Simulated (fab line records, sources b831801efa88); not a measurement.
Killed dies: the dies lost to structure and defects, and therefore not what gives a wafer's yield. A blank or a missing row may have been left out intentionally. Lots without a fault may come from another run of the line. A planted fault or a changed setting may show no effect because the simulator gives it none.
Problem report, 8D (eight disciplines) form, completed by code	flow gf180mcu	the parts of the form that need people (team, actions taken, sign-off) are left out

## 1. WHAT IS WRONG
run length s at GF_STI_ETCH_14 reads a mean of 122.4 s on 6 wafers of 2 lots; wafers without a fault read 131.0 s with a standard deviation of 0.39. That is -22 standard deviations from the usual mean.
The step: etches Si in HBr/Cl2/O2, target depth 360 nm, time 102.9 s.
The first sign was on wafer L150.1 at day 4 21:49, on rie si-02. At this step, 42 wafers from 14 lots have a number in the record. Rule for "out" (also "out of limits"): further than 4 standard deviations from the usual mean. Any other wafer with a number is counted as sound.

## 2. WHAT IT IS, AND WHAT IT ISN'T
question	is	is not
which readings at this step	run length s	HBr_flow_sccm, drypump motor current A, mfc cl2 sccm, oes product au, throttle valve pct
which lots	L150, L154	L137, L138, L140, L141, L142, L144, L145, L147, L148, L149, L151, L160
which wafers of those lots	all that have a number	-
read on which tools	rie si-02	rie si-01
when	from day 4 21:49	up to then (30 sound wafers); but 6 sound wafers of L151, L160 came after

## 3. THE SUSPECTS, EACH WITH WHAT RULES IT OUT
Counting: a tool at a process step up to the reading stays a suspect if it ran every lot that is out and no sound lot after the first of them.
- rie si-02 at GF_STI_ETCH_14 (etches Si in HBr/Cl2/O2, target depth 360 nm, time 102.9 s): kept. All lots that are out passed through it, beginning with L150 at day 4 21:49, and no sound lot followed; its final sound lot before that point was L149 at day 4 15:22. Its own run length s readings are out on those wafers.
The count leaves rie si-02 at GF_STI_ETCH_14.

## 4. THE CAUSE (what the simulator had put in)
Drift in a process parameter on rie si-02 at GF_STI_ETCH_14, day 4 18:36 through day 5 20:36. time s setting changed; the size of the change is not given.
Counting left only this tool.

## 5. SEQUENCE OF EFFECTS, ordered by route
Each row: a reading whose mean over the struck wafers that have a number lies more than 3 standard deviations from the usual. Only readings whose record carries a usual standard deviation are examined. hours: median over the lots of the time between each lot's start at the first step of this table that gives one and its start at this step. sigmas: the change, counted in usual standard deviations.
hours	step	reading	usual	on struck wafers	change	sigmas
0	GF_STI_ETCH_14	run length s	131.0 s	122.4	-8.6	-22
It contains these process steps:
- GF_STI_ETCH_14: etches Si in HBr/Cl2/O2, target depth 360 nm, time 102.9 s.
At these later measuring or inspecting steps, every struck wafer for which the step has a row has a number for every such reading, and none has moved that far: GF_STI_THK_MEAS_24, GF_VT_IMPLANT_TW_MEAS_32.

## 6. HOW IT WOULD HAVE BEEN CAUGHT EARLIER
In this record the first reading out of limits was taken at day 4 21:49, 3 hours after the fault began at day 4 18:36.
